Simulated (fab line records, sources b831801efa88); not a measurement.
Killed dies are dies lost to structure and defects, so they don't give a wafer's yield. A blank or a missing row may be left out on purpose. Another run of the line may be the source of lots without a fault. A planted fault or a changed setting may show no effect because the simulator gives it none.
Comparing a struck lot with a sound one    flow sky130    20 steps out of a route of 708
Sound: wafers L610.1, L610.4, L610.5. Wafers struck: L617.2, L617.3, L617.4. Last of all comes the cause.
At each step with rows: each side's tool, then ch and its chambers, then its first start. Under that, the readings that differ: sound wafers    struck wafers    difference of the means    sigmas: that difference in standard deviations of wafers without a fault.
alike: readings with means less than 2 such deviations apart, plus words and numbers identical on both sides. not compared: withheld readings, readings lacking a value on some wafer, bounds such as >300 that could conceal the same value, and numbers that have no deviation in the record and whose values overlap.
A row with sigmas, a row that says differs or no value, or rows on one side alone: a step with any of these is where the two part. Non-overlapping numbers with no deviation appear without sigmas and do not part them. Lack of a reading on every wafer of one side parts them only where that side has two or more wafers.

first, 4 steps without rows for these wafers: SKY_METAL2_STRIP_21 (strips in post etch residue remover, time 1200 s); SKY_METAL2_CLEAN_22 (cleans in IPA, time 180 s); SKY_METAL2_CLEAN_23 (cleans in O3/DIW); SKY_VIA2_HDPCVD_00 (deposits SiO2, target thk 1180 nm, time 196.7 s).
SKY_VIA2_THK_MEAS_01:
  sound: film-metro-04 at day 39 01:37; struck: film-metro-04 at day 40 23:59
reading               sound           struck          difference  sigmas
VIA2_HDPCVD_THK (nm)  1191 1177 1196  1175 1169 1153  -22         -2
SKY_VIA2_CMP_02: polishes SiO2.
  sound on cmp-02 ch 1,3, day 39 01:43; struck on cmp-02 ch 0,2,3, day 41 00:02
  alike: motor-current-A, slurry-flow-ml-min
SKY_VIA2_BOW_MEAS_03:
  sound: film-metro-02 at day 39 01:58; struck: film-metro-02 at day 41 00:21
  alike: VIA2_BOW
then, 5 steps without rows for these wafers: SKY_VIA2_DEHYDRATE_04 (time 60 s); SKY_VIA2_HMDS_05 (prime time 60 s); SKY_VIA2_COAT_06 (resist thk 60 nm); SKY_VIA2_COAT_07 (resist thk 450 nm); SKY_VIA2_SOFTBAKE_08 (time 90 s).
SKY_VIA2_EXPOSE_09: exposes mask VIM2, target cd 200 nm.
  sound on krf-scanner-01 ch 0, day 39 16:31; struck on krf-scanner-01 ch 0, day 41 12:00
reading               sound              struck             difference  sigmas
exposure-dose-mJ-cm2  37.97 38.00 38.02  42.62 42.62 42.65  +4.63       +99 or more
  alike: mask, reticle-temp-C
then, 2 steps without rows for these wafers: SKY_VIA2_PEB_10; SKY_VIA2_DEVELOP_11 (develop time 60 s).
SKY_VIA2_CD_MEAS_12: the cd target is 200 nm.
  sound: cd-sem-01 at day 40 03:56; struck: cd-sem-02 at day 42 00:06
reading     sound              struck             difference  sigmas
cd-nm (nm)  197.8 198.0 198.6  221.5 221.1 220.3  +22.8       +16
SKY_VIA2_OVL_MEAS_13:
  sound: overlay-02 at day 40 04:03; struck: overlay-01 at day 42 00:13
  alike: VIA2_OVL
SKY_VIA2_ETCH_14: etches BARC in N2/H2, stops on SiO2, time 45.9 s, target depth 60 nm.
  sound on rie-diel-01 ch 1,2, day 40 04:05; struck on rie-diel-01 ch 0,1,3, day 42 00:14
reading                sound              struck             difference  sigmas
model.VIA2.cd-nm (nm)  198.4 198.9 198.8  219.2 220.9 220.2  +21.4       
  alike: drypump-motor-current-A, oes-product-au, throttle-valve-pct
  not compared: rf-hours-counter-h
SKY_VIA2_ETCH_15: etches SiO2 in C4F8/O2/Ar, stops on TiN, target depth 546 nm, time 84 s.
  sound on rie-diel-01 ch 1,2, day 40 04:08; struck on rie-diel-01 ch 0,1,3, day 42 00:17
reading                sound              struck             difference  sigmas
model.VIA2.cd-nm (nm)  200.1 201.4 198.5  217.5 218.6 224.1  +20.1       
  alike: oes-product-au
  not compared: rf-hours-counter-h
SKY_VIA2_STRIP_16: strips in O2/N2.
  sound on plasma-asher-04 ch 0,1, day 40 04:11; struck on plasma-asher-04 ch 0,1, day 42 00:21
  alike: drypump-motor-current-A, oes-product-au, strip-time-to-endpoint-s
  not compared: rf-hours-counter-h

WHERE THEY PART
Last at SKY_VIA2_CD_MEAS_12 as far as this record goes, first at SKY_VIA2_THK_MEAS_01. Later steps at which nothing parts them and some readings are alike: SKY_VIA2_OVL_MEAS_13, SKY_VIA2_ETCH_14, SKY_VIA2_ETCH_15, SKY_VIA2_STRIP_16.

WHY: what the simulator had put in
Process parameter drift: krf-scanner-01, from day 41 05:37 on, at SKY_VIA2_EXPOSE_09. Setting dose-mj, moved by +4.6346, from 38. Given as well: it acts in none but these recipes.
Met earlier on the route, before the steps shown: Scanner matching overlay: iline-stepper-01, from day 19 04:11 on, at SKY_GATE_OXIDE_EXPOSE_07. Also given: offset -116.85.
